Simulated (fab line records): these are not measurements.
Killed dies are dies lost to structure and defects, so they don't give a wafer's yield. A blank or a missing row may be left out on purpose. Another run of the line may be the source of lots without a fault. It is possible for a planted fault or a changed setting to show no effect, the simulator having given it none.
The tool behind it: which one?    flow sky130    33 wafers from 11 lots sampled at 2 of the route's 708 steps

## WHAT EACH GAUGE READ, for each wafer
SKY_CONTACT_THK_MEAS_01.
lot   measured      on             CONTACT_CVD_00_THK (nm)
L729  day 30 12:54  film metro-04  75.8 74.9 76.7
L731  day 31 00:58  film metro-02  74.8 75.7 75.7
L733  day 31 16:20  film metro-04  73.7 73.7 74.7
L734  day 31 22:55  film metro-02  73.3 75.4 75.4
L736  day 33 12:02  film metro-02  74.1 74.8 75.1
L744  day 35 11:23  film metro-04  74.4 74.9 75.8
L745  day 35 11:40  film metro-04  72.6 73.7 73.7
L746  day 35 16:22  film metro-04  73.5 74.3 74.0
L748  day 36 06:27  film metro-04  74.9 75.1 74.3
L749  day 36 20:47  film metro-02  74.8 74.8 76.1
L751  day 37 08:01  film metro-01  75.0 75.3 77.4

SKY_CONTACT_THK_MEAS_03.
lot   measured      on             CONTACT_HDPCVD_THK (nm)
L729  day 30 13:02  film metro-01  561 563 564
L731  day 31 01:06  film metro-01  564 559 553
L733  day 31 16:28  film metro-01  562 564 561
L734  day 31 23:02  film metro-01  570 564 565
L736  day 33 12:10  film metro-04  565 564 565
L744  day 35 11:31  film metro-01  562 562 568
L745  day 35 11:48  film metro-02  556 550 555
L746  day 35 16:29  film metro-01  564 558 560
L748  day 36 06:35  film metro-02  562 557 564
L749  day 36 20:57  film metro-01  559 562 564
L751  day 37 08:08  film metro-04  567 562 559

## TOOL THAT RAN EACH LOT (tool first, then ch and the chambers of the sampled wafers, then the start)
No process step before these readings appears in the record.

## WHAT THE TOOLS THEMSELVES READ (means of the sampled wafers that have a number; where no wafer has one, the mark that the record gives instead)
The record holds no such reading with a usual standard deviation.

## THE ANSWER, worked out from the rows above alone
Rule: what is usual is taken from the lots themselves. The widest of any qualifying gaps counts: lots, ordered by their means at a reading, are off when they make up no more than a third of the lots, leave a main group of 4 or more, and stand apart from it by 3 or more times the standard deviation of that group's means. A main group whose means are all the same, to the digits that the tables above print for the reading, isn't used. A lot without any number at a reading at which 4 lots or more have one is off too. All remaining lots with rows at the step are treated as sound. After the gauges, taken in route order, come the tools' own readings; for these a lot's mean is taken, as printed above. The first step at which some lot is off is used, and at that step the reading that is off furthest; a lot without a number counts as furthest.
No lot is off at any reading shown: from this, nothing can be told.

## WHAT THE SIMULATOR PUT IN
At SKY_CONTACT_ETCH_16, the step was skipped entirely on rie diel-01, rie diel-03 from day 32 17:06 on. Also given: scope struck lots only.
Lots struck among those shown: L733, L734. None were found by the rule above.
